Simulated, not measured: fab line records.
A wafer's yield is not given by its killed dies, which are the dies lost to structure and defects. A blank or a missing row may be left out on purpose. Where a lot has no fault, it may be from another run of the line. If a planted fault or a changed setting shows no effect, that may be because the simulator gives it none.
Chamber matching	flow sky130	SKY_POLY_GATE_ETCH_17 on rie_si-02 has 4 sister chambers
The step etches poly-Si in HBr/Cl2, stops on SiO2, target depth 180 nm, time 67.32 s. 8 wafers are shown with their chamber, then 7 later ones without.

## EACH WAFER AND ITS CHAMBER
wafer	chamber	he_backside_leak_sccm (sccm)	oes_product_au (a.u.)
L624.1	2	2.95	0.999
L626.1	0	3.09	0.982
L626.5	3	2.82	0.979
L628.1	2	2.80	0.999
L628.2	1	2.37	1.004
L628.4	0	3.02	0.996
L640.1	1	2.39	1.002
L640.2	3	2.90	0.997

## WAFERS WITH NO CHAMBER GIVEN
wafer	he_backside_leak_sccm (sccm)	oes_product_au (a.u.)
L640.6	2.90	0.992
L642.1	2.83	1.001
L642.3	2.79	0.993
L642.4	2.75	0.983
L644.1	2.81	0.999
L644.4	2.95	0.993
L644.6	2.95	0.993

## CHAMBER TAKEN BY EACH
wafer	from the rows above	in truth
L640.6	can't be placed: 3 or 2 or 0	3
L642.1	can't be placed: 2 or 3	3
L642.3	can't be placed: 3 or 2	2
L642.4	can't be placed: 3 or 2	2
L644.1	can't be placed: 2 or 3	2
L644.4	can't be placed: 2 or 3 or 0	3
L644.6	can't be placed: 2 or 3 or 0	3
Correct placement for 0 of the 7. Cannot be placed on the basis of these rows: 7; the candidates contain the true chamber in 7. 0 placed wrongly.
How it was worked out, from the rows above alone: a wafer's distance from a chamber is the root of the sum, over the readings, of the square of ((its reading less the chamber's mean) divided by the reading's scatter). The wafer belongs to the nearest chamber; if the next one is less than 2 further off, it can't be placed. For every chamber, the mean is computed from those of its wafers that are shown. The scatter: take each reading less its chamber's mean, square it, sum over the shown wafers, divide by the number of wafers less the number of chambers, and take the root.
